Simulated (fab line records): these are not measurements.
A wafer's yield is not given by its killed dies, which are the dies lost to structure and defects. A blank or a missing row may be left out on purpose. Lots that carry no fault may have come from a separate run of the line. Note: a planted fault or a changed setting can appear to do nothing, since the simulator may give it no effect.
Which tool did it? || flow sky130 || 39 wafers from 13 lots sampled at 6 of the route's 708 steps

== WHAT THE GAUGES SHOWED, per wafer ==
SKY_LDD_P_TW_MEAS_11.
{"lot": "L522", "measured": "day 18 10:23", "on": "filmMetro-01", "LDD_P_TW": "642.4 642.5 643.6"}
{"lot": "L524", "measured": "day 19 13:53", "on": "filmMetro-03", "LDD_P_TW": "633.2 635.8 637.4"}
{"lot": "L525", "measured": "day 20 05:37", "on": "filmMetro-01", "LDD_P_TW": "636.7 638.8 635.5"}
{"lot": "L526", "measured": "day 20 14:32", "on": "filmMetro-03", "LDD_P_TW": "638.5 640.1 640.1"}
{"lot": "L531", "measured": "day 22 11:35", "on": "filmMetro-01", "LDD_P_TW": "638.8 640.3 639.6"}
{"lot": "L532", "measured": "day 22 16:14", "on": "filmMetro-04", "LDD_P_TW": "634.5 636.7 635.3"}
{"lot": "L533", "measured": "day 23 03:01", "on": "filmMetro-03", "LDD_P_TW": "235.6 226.2 230.8"}
{"lot": "L539", "measured": "day 25 04:10", "on": "filmMetro-04", "LDD_P_TW": "641.3 641.0 640.8"}
{"lot": "L541", "measured": "day 25 21:23", "on": "filmMetro-03", "LDD_P_TW": "640.1 636.4 639.5"}
{"lot": "L542", "measured": "day 26 08:32", "on": "filmMetro-04", "LDD_P_TW": "637.4 642.9 638.9"}
{"lot": "L543", "measured": "day 26 13:54", "on": "filmMetro-03", "LDD_P_TW": "635.2 635.4 637.9"}
{"lot": "L544", "measured": "day 27 01:03", "on": "filmMetro-01", "LDD_P_TW": "638.2 634.8 638.2"}
{"lot": "L545", "measured": "day 27 04:34", "on": "filmMetro-04", "LDD_P_TW": "634.8 635.4 637.0"}

SKY_LDD_HVN_OVL_MEAS_07.
{"lot": "L522", "measured": "day 19 17:01", "on": "overlay-01", "LDD_HVN_OVL (nm)": "2.7 1.0 1.8"}
{"lot": "L524", "measured": "day 20 19:59", "on": "overlay-02", "LDD_HVN_OVL (nm)": "0.8 -0.4 -2.8"}
{"lot": "L525", "measured": "day 21 11:52", "on": "overlay-02", "LDD_HVN_OVL (nm)": "-0.8 -1.2 -2.3"}
{"lot": "L526", "measured": "day 21 21:31", "on": "overlay-01", "LDD_HVN_OVL (nm)": "2.7 -0.6 0.3"}
{"lot": "L531", "measured": "day 23 16:37", "on": "overlay-02", "LDD_HVN_OVL (nm)": "-2.8 -1.8 -2.6"}
{"lot": "L532", "measured": "day 23 22:23", "on": "overlay-01", "LDD_HVN_OVL (nm)": "1.8 2.4 0.1"}
{"lot": "L533", "measured": "day 24 08:22", "on": "overlay-01", "LDD_HVN_OVL (nm)": "2.4 1.9 1.1"}
{"lot": "L539", "measured": "day 26 08:16", "on": "overlay-01", "LDD_HVN_OVL (nm)": "0.5 1.8 1.2"}
{"lot": "L541", "measured": "day 27 01:40", "on": "overlay-01", "LDD_HVN_OVL (nm)": "-1.2 -1.2 0.0"}
{"lot": "L542", "measured": "day 27 13:13", "on": "overlay-01", "LDD_HVN_OVL (nm)": "1.1 0.9 1.8"}
{"lot": "L543", "measured": "day 27 18:07", "on": "overlay-02", "LDD_HVN_OVL (nm)": "-0.2 0.7 0.5"}
{"lot": "L544", "measured": "day 28 06:05", "on": "overlay-01", "LDD_HVN_OVL (nm)": "0.6 2.7 2.0"}
{"lot": "L545", "measured": "day 28 08:49", "on": "overlay-02", "LDD_HVN_OVL (nm)": "0.1 1.8 1.2"}

SKY_LDD_HVN_TW_MEAS_10.
{"lot": "L522", "measured": "day 19 17:18", "on": "filmMetro-04", "LDD_HVN_TW": "1440 1441 1437"}
{"lot": "L524", "measured": "day 20 20:17", "on": "filmMetro-03", "LDD_HVN_TW": "1450 1440 1443"}
{"lot": "L525", "measured": "day 21 12:08", "on": "filmMetro-02", "LDD_HVN_TW": "1436 1437 1435"}
{"lot": "L526", "measured": "day 21 21:49", "on": "filmMetro-02", "LDD_HVN_TW": "1440 1431 1435"}
{"lot": "L531", "measured": "day 23 16:54", "on": "filmMetro-03", "LDD_HVN_TW": "1449 1444 1446"}
{"lot": "L532", "measured": "day 23 22:40", "on": "filmMetro-03", "LDD_HVN_TW": "1451 1441 1448"}
{"lot": "L533", "measured": "day 24 08:40", "on": "filmMetro-03", "LDD_HVN_TW": "1440 1438 1432"}
{"lot": "L539", "measured": "day 26 08:33", "on": "filmMetro-02", "LDD_HVN_TW": "1444 1457 1454"}
{"lot": "L541", "measured": "day 27 01:57", "on": "filmMetro-02", "LDD_HVN_TW": "1447 1443 1450"}
{"lot": "L542", "measured": "day 27 13:29", "on": "filmMetro-03", "LDD_HVN_TW": "1429 1423 1429"}
{"lot": "L543", "measured": "day 27 18:25", "on": "filmMetro-04", "LDD_HVN_TW": "1447 1443 1439"}
{"lot": "L544", "measured": "day 28 06:23", "on": "filmMetro-03", "LDD_HVN_TW": "1437 1438 1438"}
{"lot": "L545", "measured": "day 28 09:06", "on": "filmMetro-03", "LDD_HVN_TW": "1429 1440 1436"}

== EACH LOT AND THE TOOL THAT RAN IT (in order: tool; ch and the chambers of the sampled wafers; start) ==
{"lot": "L522", "SKY_POLY_GATE_STRIP_18": "plasmaAsher-02 ch 0,1, day 15 17:22", "SKY_LDD_N_STRIP_16": "plasmaAsher-03 ch 0,1, day 17 03:33", "SKY_LDD_P_STRIP_10": "plasmaAsher-02 ch 0,1, day 18 10:16"}
{"lot": "L524", "SKY_POLY_GATE_STRIP_18": "plasmaAsher-02 ch 0,1, day 16 21:17", "SKY_LDD_N_STRIP_16": "plasmaAsher-01 ch 0,1, day 18 06:56", "SKY_LDD_P_STRIP_10": "plasmaAsher-02 ch 0,1, day 19 13:48"}
{"lot": "L525", "SKY_POLY_GATE_STRIP_18": "plasmaAsher-04 ch 0,1, day 17 11:19", "SKY_LDD_N_STRIP_16": "plasmaAsher-01 ch 0,1, day 18 22:33", "SKY_LDD_P_STRIP_10": "plasmaAsher-02 ch 0,1, day 20 05:31"}
{"lot": "L526", "SKY_POLY_GATE_STRIP_18": "plasmaAsher-03 ch 1, day 17 21:10", "SKY_LDD_N_STRIP_16": "plasmaAsher-01 ch 0, day 19 07:21", "SKY_LDD_P_STRIP_10": "plasmaAsher-02 ch 0,1, day 20 14:25"}
{"lot": "L531", "SKY_POLY_GATE_STRIP_18": "plasmaAsher-03 ch 0,1, day 19 16:31", "SKY_LDD_N_STRIP_16": "plasmaAsher-03 ch 0,1, day 21 04:27", "SKY_LDD_P_STRIP_10": "plasmaAsher-01 ch 0,1, day 22 11:29"}
{"lot": "L532", "SKY_POLY_GATE_STRIP_18": "plasmaAsher-03 ch 0,1, day 20 00:19", "SKY_LDD_N_STRIP_16": "plasmaAsher-03 ch 0,1, day 21 09:57", "SKY_LDD_P_STRIP_10": "plasmaAsher-01 ch 0,1, day 22 16:08"}
{"lot": "L533", "SKY_POLY_GATE_STRIP_18": "plasmaAsher-03 ch 0,1, day 20 11:52", "SKY_LDD_N_STRIP_16": "plasmaAsher-03 ch 0,1, day 21 20:54", "SKY_LDD_P_STRIP_10": "plasmaAsher-04 ch 0,1, day 23 02:55"}
{"lot": "L539", "SKY_POLY_GATE_STRIP_18": "plasmaAsher-03 ch 0,1, day 22 12:10", "SKY_LDD_N_STRIP_16": "plasmaAsher-01 ch 0,1, day 23 21:59", "SKY_LDD_P_STRIP_10": "plasmaAsher-04 ch 0,1, day 25 04:04"}
{"lot": "L541", "SKY_POLY_GATE_STRIP_18": "plasmaAsher-02 ch 0,1, day 23 07:46", "SKY_LDD_N_STRIP_16": "plasmaAsher-02 ch 0,1, day 24 15:44", "SKY_LDD_P_STRIP_10": "plasmaAsher-02 ch 0,1, day 25 21:16"}
{"lot": "L542", "SKY_POLY_GATE_STRIP_18": "plasmaAsher-04 ch 0,1, day 23 19:28", "SKY_LDD_N_STRIP_16": "plasmaAsher-01 ch 0,1, day 25 03:29", "SKY_LDD_P_STRIP_10": "plasmaAsher-01 ch 0,1, day 26 08:26"}
{"lot": "L543", "SKY_POLY_GATE_STRIP_18": "plasmaAsher-04 ch 0,1, day 24 00:56", "SKY_LDD_N_STRIP_16": "plasmaAsher-02 ch 0,1, day 25 08:59", "SKY_LDD_P_STRIP_10": "plasmaAsher-04 ch 0,1, day 26 13:49"}
{"lot": "L544", "SKY_POLY_GATE_STRIP_18": "plasmaAsher-03 ch 0,1, day 24 12:29", "SKY_LDD_N_STRIP_16": "plasmaAsher-01 ch 0,1, day 25 19:56", "SKY_LDD_P_STRIP_10": "plasmaAsher-04 ch 0,1, day 27 00:58"}
{"lot": "L545", "SKY_POLY_GATE_STRIP_18": "plasmaAsher-03 ch 0,1, day 24 17:01", "SKY_LDD_N_STRIP_16": "plasmaAsher-01 ch 0,1, day 25 23:36", "SKY_LDD_P_STRIP_10": "plasmaAsher-01 ch 0,1, day 27 04:28"}
- SKY_POLY_GATE_STRIP_18: strips in O2/N2.
- SKY_LDD_N_STRIP_16: strips in O2/N2.
- SKY_LDD_P_STRIP_10: strips in O2/N2.

== WHAT THE TOOLS THEMSELVES READ (means of the sampled wafers that have a number; where no wafer has one, the mark that the record gives instead) ==
SKY_POLY_GATE_STRIP_18.
{"lot": "L522", "tool": "plasmaAsher-02", "drypumpMotorCurrentA (A)": 5.4, "oesProductAu (a.u.)": 0.362, "stripTimeToEndpointS (s)": 3.14}
{"lot": "L524", "tool": "plasmaAsher-02", "drypumpMotorCurrentA (A)": 5.4, "oesProductAu (a.u.)": 0.358, "stripTimeToEndpointS (s)": 3.16}
{"lot": "L525", "tool": "plasmaAsher-04", "drypumpMotorCurrentA (A)": 6.2, "oesProductAu (a.u.)": 0.359, "stripTimeToEndpointS (s)": 3.15}
{"lot": "L526", "tool": "plasmaAsher-03", "drypumpMotorCurrentA (A)": 6.2, "oesProductAu (a.u.)": 0.357, "stripTimeToEndpointS (s)": 3.11}
{"lot": "L531", "tool": "plasmaAsher-03", "drypumpMotorCurrentA (A)": 6.2, "oesProductAu (a.u.)": 0.359, "stripTimeToEndpointS (s)": 3.11}
{"lot": "L532", "tool": "plasmaAsher-03", "drypumpMotorCurrentA (A)": 6.2, "oesProductAu (a.u.)": 0.356, "stripTimeToEndpointS (s)": 3.13}
{"lot": "L533", "tool": "plasmaAsher-03", "drypumpMotorCurrentA (A)": 6.2, "oesProductAu (a.u.)": 0.359, "stripTimeToEndpointS (s)": 3.17}
{"lot": "L539", "tool": "plasmaAsher-03", "drypumpMotorCurrentA (A)": 6.2, "oesProductAu (a.u.)": 0.358, "stripTimeToEndpointS (s)": 3.15}
{"lot": "L541", "tool": "plasmaAsher-02", "drypumpMotorCurrentA (A)": 5.6, "oesProductAu (a.u.)": 0.359, "stripTimeToEndpointS (s)": 3.14}
{"lot": "L542", "tool": "plasmaAsher-04", "drypumpMotorCurrentA (A)": 6.2, "oesProductAu (a.u.)": 0.356, "stripTimeToEndpointS (s)": 3.06}
{"lot": "L543", "tool": "plasmaAsher-04", "drypumpMotorCurrentA (A)": 6.0, "oesProductAu (a.u.)": 0.364, "stripTimeToEndpointS (s)": 3.13}
{"lot": "L544", "tool": "plasmaAsher-03", "drypumpMotorCurrentA (A)": 6.2, "oesProductAu (a.u.)": 0.357, "stripTimeToEndpointS (s)": 3.10}
{"lot": "L545", "tool": "plasmaAsher-03", "drypumpMotorCurrentA (A)": 6.2, "oesProductAu (a.u.)": 0.356, "stripTimeToEndpointS (s)": 3.13}

SKY_LDD_N_STRIP_16.
{"lot": "L522", "tool": "plasmaAsher-03", "drypumpMotorCurrentA (A)": 6.2, "oesProductAu (a.u.)": 0.404, "stripTimeToEndpointS (s)": 4.331}
{"lot": "L524", "tool": "plasmaAsher-01", "drypumpMotorCurrentA (A)": 5.2, "oesProductAu (a.u.)": 0.403, "stripTimeToEndpointS (s)": 4.300}
{"lot": "L525", "tool": "plasmaAsher-01", "drypumpMotorCurrentA (A)": 5.5, "oesProductAu (a.u.)": 0.404, "stripTimeToEndpointS (s)": 4.332}
{"lot": "L526", "tool": "plasmaAsher-01", "drypumpMotorCurrentA (A)": 5.8, "oesProductAu (a.u.)": 0.404, "stripTimeToEndpointS (s)": 4.327}
{"lot": "L531", "tool": "plasmaAsher-03", "drypumpMotorCurrentA (A)": 6.2, "oesProductAu (a.u.)": 0.414, "stripTimeToEndpointS (s)": 4.324}
{"lot": "L532", "tool": "plasmaAsher-03", "drypumpMotorCurrentA (A)": 6.2, "oesProductAu (a.u.)": 0.408, "stripTimeToEndpointS (s)": 4.306}
{"lot": "L533", "tool": "plasmaAsher-03", "drypumpMotorCurrentA (A)": 6.2, "oesProductAu (a.u.)": 0.924, "stripTimeToEndpointS (s)": "-"}
{"lot": "L539", "tool": "plasmaAsher-01", "drypumpMotorCurrentA (A)": 5.5, "oesProductAu (a.u.)": 0.407, "stripTimeToEndpointS (s)": 4.317}
{"lot": "L541", "tool": "plasmaAsher-02", "drypumpMotorCurrentA (A)": 5.4, "oesProductAu (a.u.)": 0.406, "stripTimeToEndpointS (s)": 4.318}
{"lot": "L542", "tool": "plasmaAsher-01", "drypumpMotorCurrentA (A)": 5.2, "oesProductAu (a.u.)": 0.410, "stripTimeToEndpointS (s)": 4.326}
{"lot": "L543", "tool": "plasmaAsher-02", "drypumpMotorCurrentA (A)": 5.4, "oesProductAu (a.u.)": 0.405, "stripTimeToEndpointS (s)": 4.314}
{"lot": "L544", "tool": "plasmaAsher-01", "drypumpMotorCurrentA (A)": 5.2, "oesProductAu (a.u.)": 0.407, "stripTimeToEndpointS (s)": 4.307}
{"lot": "L545", "tool": "plasmaAsher-01", "drypumpMotorCurrentA (A)": 5.2, "oesProductAu (a.u.)": 0.406, "stripTimeToEndpointS (s)": 4.304}

SKY_LDD_P_STRIP_10.
{"lot": "L522", "tool": "plasmaAsher-02", "drypumpMotorCurrentA (A)": 5.6, "oesProductAu (a.u.)": 0.715, "stripTimeToEndpointS (s)": 14.26}
{"lot": "L524", "tool": "plasmaAsher-02", "drypumpMotorCurrentA (A)": 5.6, "oesProductAu (a.u.)": 0.719, "stripTimeToEndpointS (s)": 14.13}
{"lot": "L525", "tool": "plasmaAsher-02", "drypumpMotorCurrentA (A)": 5.3, "oesProductAu (a.u.)": 0.717, "stripTimeToEndpointS (s)": 14.17}
{"lot": "L526", "tool": "plasmaAsher-02", "drypumpMotorCurrentA (A)": 5.4, "oesProductAu (a.u.)": 0.716, "stripTimeToEndpointS (s)": 14.20}
{"lot": "L531", "tool": "plasmaAsher-01", "drypumpMotorCurrentA (A)": 5.2, "oesProductAu (a.u.)": 0.715, "stripTimeToEndpointS (s)": 14.10}
{"lot": "L532", "tool": "plasmaAsher-01", "drypumpMotorCurrentA (A)": 5.5, "oesProductAu (a.u.)": 0.716, "stripTimeToEndpointS (s)": 14.17}
{"lot": "L533", "tool": "plasmaAsher-04", "drypumpMotorCurrentA (A)": 6.0, "oesProductAu (a.u.)": 0.716, "stripTimeToEndpointS (s)": 14.98}
{"lot": "L539", "tool": "plasmaAsher-04", "drypumpMotorCurrentA (A)": 5.9, "oesProductAu (a.u.)": 0.720, "stripTimeToEndpointS (s)": 14.16}
{"lot": "L541", "tool": "plasmaAsher-02", "drypumpMotorCurrentA (A)": 5.3, "oesProductAu (a.u.)": 0.718, "stripTimeToEndpointS (s)": 14.21}
{"lot": "L542", "tool": "plasmaAsher-01", "drypumpMotorCurrentA (A)": 5.5, "oesProductAu (a.u.)": 0.717, "stripTimeToEndpointS (s)": 14.18}
{"lot": "L543", "tool": "plasmaAsher-04", "drypumpMotorCurrentA (A)": 6.2, "oesProductAu (a.u.)": 0.718, "stripTimeToEndpointS (s)": 14.23}
{"lot": "L544", "tool": "plasmaAsher-04", "drypumpMotorCurrentA (A)": 6.2, "oesProductAu (a.u.)": 0.720, "stripTimeToEndpointS (s)": 14.20}
{"lot": "L545", "tool": "plasmaAsher-01", "drypumpMotorCurrentA (A)": 5.5, "oesProductAu (a.u.)": 0.717, "stripTimeToEndpointS (s)": 14.23}

== THE ANSWER, worked out from the rows above alone ==
Rule: the lots themselves supply what counts as usual. The widest of any qualifying gaps counts: lots, ordered by their means at a reading, are off when they make up no more than a third of the lots, leave a main group of 4 or more, and stand apart from it by 3 or more times the standard deviation of that group's means. A main group is skipped when, at the precision printed for the reading in the tables above, its means are all equal. A lot without any number at a reading at which 4 lots or more have one is off too. The other lots that the step has rows for count as sound. First the gauges in route order, then the tools' own readings, where a lot's mean is used as printed above. At the first step where some lot is off, the reading lying furthest off is the one used; lots without a number count as furthest.
Off: L533, seen at SKY_LDD_P_TW_MEAS_11 (LDD_P_TW). Main group: mean 638.2, sd 2.3.
If a tool, at a process step before that reading, ran all the lots that are off and no sound lot after the first of them, it fits. The gauges at SKY_LDD_P_TW_MEAS_11 aren't tried: what is off there is off at SKY_LDD_N_STRIP_16 too, on other tools, and a gauge's error can't cause that. One fits: SKY_LDD_N_STRIP_16 on plasmaAsher-03. A fault onset in the window from L532 (day 21 09:57, its last sound lot) to L533 (day 21 20:54, its first lot off) fits.
On the lots that are off, the tool's own readings at SKY_LDD_N_STRIP_16 differ by more than 5 times the standard deviation of the sound lots' means, which bears it out; oesProductAu reads 0.924 a.u. there versus 0.407 a.u. on the sound lots.
Blank at SKY_LDD_N_STRIP_16 on the lots that are off, where sound lots have numbers: stripTimeToEndpointS.

== WHAT WAS PUT IN BY THE SIMULATOR ==
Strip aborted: plasmaAsher-03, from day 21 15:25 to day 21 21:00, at SKY_LDD_N_STRIP_16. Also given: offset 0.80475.
Lots struck among those shown: L533. The rule above reached the same finding.
